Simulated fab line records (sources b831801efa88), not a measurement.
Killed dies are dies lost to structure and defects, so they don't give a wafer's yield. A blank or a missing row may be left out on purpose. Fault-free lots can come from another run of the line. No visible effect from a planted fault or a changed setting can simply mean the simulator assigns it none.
What tool caused it? -- flow gf180mcu -- 24 lots (72 wafers sampled), 1 step of a 602-step route

## WHAT THE GAUGES SHOWED, per wafer
GF_VT_IMPLANT_OVL_MEAS_29. Usual: for VT_IMPLANT_02_OVL the level is -0.6 nm and the standard deviation is 1.3.
lot,measured,on,VT_IMPLANT_02_OVL (nm),flag
L074,day 7 00:28,overlay-02,1.0 0.4 -1.4,
L075,day 7 09:07,overlay-02,1.4 0.2 -0.1,
L076,day 7 16:58,overlay-01,-2.9 -2.0 0.4,
L077,day 7 20:49,overlay-02,0.5 -0.1 1.8,
L078,day 8 00:55,overlay-01,-0.7 0.9 1.7,
L079,day 8 01:32,overlay-02,-0.7 -0.1 -0.1,
L080,day 8 13:46,overlay-01,1.7 -0.5 -0.3,
L081,day 9 00:00,overlay-02,1.0 1.3 0.7,
L082,day 9 04:03,overlay-01,-0.7 -1.0 -0.2,
L083,day 9 08:22,overlay-02,0.0 -1.6 0.3,
L084,day 9 14:32,overlay-01,-0.9 -0.1 0.8,
L085,day 9 20:48,overlay-01,-1.7 -1.6 -0.6,
L086,day 10 05:10,overlay-02,0.1 -1.4 -1.4,
L087,day 10 10:57,overlay-01,-0.4 -1.2 -0.8,
L088,day 10 16:21,overlay-01,-1.7 -1.8 -0.4,
L089,day 10 21:48,overlay-02,1.6 2.9 0.8,
L090,day 11 04:12,overlay-01,-3.4 -2.0 -3.4,
L091,day 11 12:52,overlay-01,-1.4 0.0 -1.8,
L092,day 11 20:31,overlay-02,0.8 1.2 1.3,
L093,day 12 01:11,overlay-02,-2.3 -0.8 -2.5,
L094,day 12 06:40,overlay-01,-1.1 -0.5 0.2,
L095,day 12 15:20,overlay-02,-0.4 -1.5 -1.2,
L096,day 12 20:43,overlay-02,-1.1 -0.2 -1.4,
L097,day 13 05:22,overlay-01,-1.5 -3.4 -3.2,

## WHAT TOOL EACH LOT RAN ON (gives the tool, then ch and the chambers of the sampled wafers, and finally the start)
No process step before these readings appears in the record.

## AS READ BY THE TOOLS THEMSELVES (means over the sampled wafers that have a number; for cases with no such wafer, the mark the record gives instead)
The record holds no such reading with a usual standard deviation.

## THE ANSWER, worked out from the rows above alone
Rule: a lot counts as off when the mean over its wafers that have a number is more than 3 standard deviations away from the usual mean. A lot without any number at a reading at which 4 lots or more have one is off too. Where the step has rows for the other lots, those lots are counted as sound. First the gauges in route order, then the tools' own readings, where a lot's mean is used as printed above. The first step at which some lot is off is used, and at that step the reading that is off furthest; a lot without a number counts as furthest.
No lot is off on any of the readings shown, so nothing can be concluded from this.

## WHAT THE SIMULATOR HAD INSERTED
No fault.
